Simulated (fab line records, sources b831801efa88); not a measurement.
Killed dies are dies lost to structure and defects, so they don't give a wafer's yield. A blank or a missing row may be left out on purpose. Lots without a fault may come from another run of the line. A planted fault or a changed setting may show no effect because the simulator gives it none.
Which tool did it? | flow sky130 | 12 lots, 36 wafers sampled, at 2 steps of a route of 708

WHAT THE GAUGES READ, wafer by wafer
SKY_LDD_HVP_OVL_MEAS_07.
lot  | measured     | on         | LDD_HVP_OVL (nm)
L075 | day 22 10:09 | overlay-01 | -0.9 -0.8 -2.0
L076 | day 23 07:21 | overlay-01 | -2.9 -2.1 -1.2
L079 | day 23 18:47 | overlay-01 | 0.2 -3.0 -1.6
L080 | day 24 09:37 | overlay-01 | -1.0 1.0 0.9
L083 | day 25 07:23 | overlay-02 | -3.1 0.1 -3.6
L085 | day 25 21:13 | overlay-02 | -3.6 -2.6 -2.5
L087 | day 26 14:48 | overlay-01 | -2.4 -0.5 -0.8
L089 | day 27 04:14 | overlay-02 | -0.5 -1.9 -3.0
L090 | day 27 16:29 | overlay-02 | -0.2 -1.8 -3.0
L093 | day 28 11:56 | overlay-01 | 0.4 -1.2 -0.1
L095 | day 29 04:05 | overlay-01 | -0.5 -1.0 -1.7
L097 | day 29 16:39 | overlay-01 | -4.9 -3.6 -3.9

WHICH TOOL RAN EACH LOT (tool, then ch and the chambers of the sampled wafers, then the start)
lot  | SKY_POLY_GATE_ETCH_17
L075 | rie_si-02 ch 1,2, day 17 05:08
L076 | rie_si-02 ch 0,2,3, day 18 01:43
L079 | rie_si-02 ch 0,3, day 18 12:18
L080 | rie_si-02 ch 0,1,2, day 19 04:21
L083 | rie_si-02 ch 0,1,2, day 20 03:39
L085 | rie_si-01 ch 0,1,3, day 20 18:22
L087 | rie_si-01 ch 0,3, day 21 11:37
L089 | rie_si-01 ch 0,2,3, day 22 02:15
L090 | rie_si-01 ch 0,2, day 22 15:44
L093 | rie_si-01 ch 0,1, day 23 12:57
L095 | rie_si-01 ch 2,3, day 24 05:23
L097 | rie_si-02 ch 1,2, day 24 18:35
- SKY_POLY_GATE_ETCH_17: etches poly-Si in HBr/Cl2, stops on SiO2, target depth 180 nm, time 70.5 s.

THE ANSWER, worked out from the rows above alone
Rule: what is usual is taken from the lots themselves. Put in order of their means at a reading, lots are off if they are a third of the lots or fewer, leave a main group of 4 or more, and stand apart from it by a gap of 3 or more times the standard deviation of the main group's means; of several such gaps the widest counts. A main group whose means are all the same, to the digits that the tables above print for the reading, isn't used. A lot without any number at a reading at which 4 lots or more have one is off too. The other lots that the step has rows for count as sound.
No lot is off at any reading shown: from this, nothing can be told.

WHAT THE SIMULATOR HAD PUT IN
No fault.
